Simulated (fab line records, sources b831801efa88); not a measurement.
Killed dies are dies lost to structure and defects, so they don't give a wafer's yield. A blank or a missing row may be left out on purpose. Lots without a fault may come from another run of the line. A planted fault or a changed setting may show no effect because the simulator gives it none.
A struck lot beside a sound one | flow gf180mcu | 14 steps out of a route of 602
Sound: wafers L660.1, L660.5, L660.6. Struck: wafers L662.1, L662.4, L662.5. The cause comes at the end.
At each step with rows: each side's tool, then ch and its chambers, then its first start. Under that, the readings that differ: sound wafers | struck wafers | difference of the means | sigmas: that difference in standard deviations of wafers without a fault.
alike: readings whose means differ by less than 2 such deviations, and words and numbers that are the same on both sides. not compared: withheld readings, readings that some wafer has no value for, bounds like >300 that may hide the same value, and numbers for which the record gives no deviation and whose values overlap.
The two part at a step that has a row with sigmas, a row that says differs or no value, or rows on one side only. Numbers that don't overlap but have no deviation are shown without sigmas and don't part them. A reading that every wafer of one side lacks parts them only if that side has two wafers or more.

first, 1 step without rows for these wafers: GF_HV_LDD_DEVELOP_18 (develop time 60 s).
GF_HV_LDD_CD_MEAS_19: target cd 400 nm.
  sound on cd_sem-01, day 13 13:56; struck on cd_sem-01, day 14 07:08
  alike: cd_nm
GF_HV_LDD_OVL_MEAS_20:
  sound on overlay-01, day 13 14:03; struck on overlay-02, day 14 07:15
  alike: HV_LDD_01_OVL
then, 1 step without rows for these wafers: GF_HV_LDD_IMPLANT_21.
GF_HV_LDD_STRIP_22: strips in O2/N2.
  sound on plasma_asher-04 ch 0,1, day 13 14:14; struck on plasma_asher-02 ch 1, day 14 07:26
  alike: drypump_motor_current_A, heater_power_w, oes_product_au, strip_time_to_endpoint_s
  not compared: rf_hours_counter_h
GF_HV_LDD_TW_MEAS_23:
  sound on film_metro-04, day 13 14:20; struck on film_metro-01, day 14 07:32
  alike: HV_LDD_2_TW
then, 6 steps without rows for these wafers: GF_HV_LDD_DEHYDRATE_24 (time 60 s); GF_HV_LDD_HMDS_25 (prime time 60 s); GF_HV_LDD_COAT_26 (resist thk 1000 nm); GF_HV_LDD_SOFTBAKE_27 (time 60 s); GF_HV_LDD_EXPOSE_28 (exposes mask Nplus HV AREA, target cd 400 nm); GF_HV_LDD_PEB_29.
GF_HV_LDD_DEVELOP_30: develop time 60 s.
  sound on litho_track-01 ch 0, day 14 09:53; struck on litho_track-04, day 15 05:11
  no value came back on the struck wafers for chill_plate_temp_C (C), develop_time_s (s), resist_line_temp_C (C); on the sound wafers chill_plate_temp_C (C) reads 22.97 22.97 23.06
GF_HV_LDD_CD_MEAS_31: target cd 400 nm.
  sound on cd_sem-02, day 14 10:02; struck on cd_sem-02, day 15 05:20
  reading    | sound             | struck | difference                    | sigmas
  cd_nm (nm) | 398.7 398.3 399.0 | - - -  | no value on the struck wafers |

WHERE THEY PART
First at GF_HV_LDD_DEVELOP_30; last, within this record, at GF_HV_LDD_CD_MEAS_31.

WHY: what the simulator had put in
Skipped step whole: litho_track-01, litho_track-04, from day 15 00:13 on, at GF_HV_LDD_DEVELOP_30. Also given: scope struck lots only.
